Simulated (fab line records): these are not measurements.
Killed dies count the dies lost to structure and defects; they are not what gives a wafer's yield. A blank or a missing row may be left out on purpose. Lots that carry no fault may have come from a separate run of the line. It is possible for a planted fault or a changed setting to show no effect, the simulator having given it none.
The tool behind it: which one? | flow sky130 | 6 lots, 18 wafers sampled, at 2 steps of a route of 708

== WHAT THE GAUGES READ, wafer by wafer ==
SKY_VIA3_BOW_MEAS_03.
lot  | measured     | on            | VIA3_BOW (um)
L420 | day 39 05:17 | film_metro-02 | 74 75 66
L422 | day 40 01:19 | film_metro-03 | 93 87 82
L424 | day 40 07:45 | film_metro-02 | 77 76 66
L427 | day 41 11:49 | film_metro-02 | 88 79 88
L429 | day 41 20:40 | film_metro-04 | 69 90 79
L439 | day 44 13:08 | film_metro-04 | 90 94 89

== EACH LOT AND THE TOOL THAT RAN IT (in order: tool; ch and the chambers of the sampled wafers; start) ==
lot  | SKY_LI_CONTACT_ETCH_14
L420 | rie_diel-01 ch 0,1,3, day 29 20:43
L422 | rie_diel-01 ch 0,1, day 30 17:49
L424 | rie_diel-02 ch 2,3, day 31 00:58
L427 | rie_diel-02 ch 0,3, day 32 03:17
L429 | rie_diel-01 ch 1,2,3, day 32 20:53
L439 | rie_diel-04 ch 0,1,2, day 35 18:34
- SKY_LI_CONTACT_ETCH_14: etches BARC in N2/H2, stops on SiO2, time 45.9 s, target depth 60 nm.

== THE ANSWER, worked out from the rows above alone ==
Rule: the lots themselves supply what counts as usual. Put in order of their means at a reading, lots are off if they are a third of the lots or fewer, leave a main group of 4 or more, and stand apart from it by a gap of 3 or more times the standard deviation of the main group's means; of several such gaps the widest counts. The tables above print the reading to a certain number of digits; a main group whose means all agree to those digits is not used. Also off: a lot with no number at a reading for which 4 or more lots have one. Where the step has rows for the other lots, those lots are counted as sound.
Nothing can be told from this: no lot is off at any reading shown.

== WHAT THE SIMULATOR HAD PUT IN ==
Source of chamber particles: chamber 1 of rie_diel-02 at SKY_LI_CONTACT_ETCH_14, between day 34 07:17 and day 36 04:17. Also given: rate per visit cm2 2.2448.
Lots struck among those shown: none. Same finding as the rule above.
